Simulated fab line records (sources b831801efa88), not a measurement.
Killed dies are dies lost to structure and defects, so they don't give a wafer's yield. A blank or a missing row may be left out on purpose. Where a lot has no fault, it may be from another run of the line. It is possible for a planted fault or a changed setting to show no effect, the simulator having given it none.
Problem report, 8D (eight disciplines) form, completed by code :: flow gf180mcu :: the parts of the form that need people (team, actions taken, sign-off) are left out

== 1. THE PROBLEM ==
Mean NSD_RS at GF_PSD_RS_MEAS_14: 48.56 ohm/sq over 9 wafers in 3 lots; fault-free wafers: 46.09 ohm/sq, standard deviation 0.08. That is +31 standard deviations from the usual mean.
The step: measures by four-point-probe.
First seen on wafer L799.1, day 16 19:35, on film metro-01. The record has a number at this step for 36 wafers belonging to 12 lots. Rule for "out", or "out of limits": more than 4 standard deviations from the usual mean. The rest of the wafers with a number are treated as sound.

== 2. WHAT IT IS AND WHAT IT IS NOT ==
question: which readings at this step
is: NSD_RS
is not: -

question: which lots
is: L799, L801, L802
is not: L792, L796, L797, L800, L808, L811, L812, L814, L815

question: which wafers of those lots
is: all that have a number
is not: -

question: read on which gauges
is: film metro-01, film metro-02
is not: film metro-04

question: when
is: from day 16 19:35
is not: up to then (9 sound wafers); but 18 sound wafers of L800, L808, L811, L812, L814, L815 came after

== 3. THE SUSPECTS, EACH WITH WHAT RULES IT OUT ==
Counting: a tool at a process step up to the reading stays a suspect if it ran every lot that is out and no sound lot after the first of them.
- the gauge at GF_PSD_RS_MEAS_14 has been ruled out. Those wafers that are out were read across 2 gauges (film metro-01, film metro-02).
- rtp anneal-01 at GF_PSD_RTA_13 (time 20 s): ruled out as a lasting fault. The sound lots L811, L812, L814 went through it after L799, its earliest lot that is out (day 16 19:30).
Left after counting: nothing in the record.

== 4. THE CAUSE (what the simulator had put in) ==
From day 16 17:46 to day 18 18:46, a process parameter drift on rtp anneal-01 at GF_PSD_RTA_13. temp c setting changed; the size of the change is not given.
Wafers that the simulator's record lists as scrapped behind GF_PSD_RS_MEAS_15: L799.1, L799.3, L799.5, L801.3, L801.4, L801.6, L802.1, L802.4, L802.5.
It was ruled out by counting, in error; the rule expects a fault to strike all lots run on its tool from its start on, and this fault did not.

== 5. THE CHAIN OF EFFECTS, in route order ==
Each row: a reading where the mean over the struck wafers with a number is more than 3 standard deviations away from the usual. Only readings for which the record gives a usual standard deviation are gone through. hours: the time from each lot's start at the first step in this table that gives one to its start at this step, as a median over the lots. sigmas: the change in usual standard deviations.
hours: 0
step: GF_PSD_RTA_13
reading: wafer_temp_C_max
usual: 1028.1
on struck wafers: 1009.4
change: -18.7
sigmas: -28

hours: 0
step: GF_PSD_RS_MEAS_14
reading: NSD_RS
usual: 46.09 ohm/sq
on struck wafers: 48.56
change: +2.47
sigmas: +31

hours: 5
step: GF_PSD_RS_MEAS_15
reading: PSD_RS
usual: 108.48 ohm/sq
on struck wafers: 121.07
change: +12.59
sigmas: +55
Its process steps:
- GF_PSD_RTA_13: time 20 s.

== 6. WHAT WOULD HAVE CAUGHT IT SOONER ==
The first out-of-limits reading at a measuring or inspecting step in this record came at day 16 19:35, 2 hours after the fault's start at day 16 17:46.
The tool's own readings at GF_PSD_RTA_13 were out on every struck wafer that the step has a row for (wafer_temp_C_max): an alarm limit on them would have fired on the first of those.
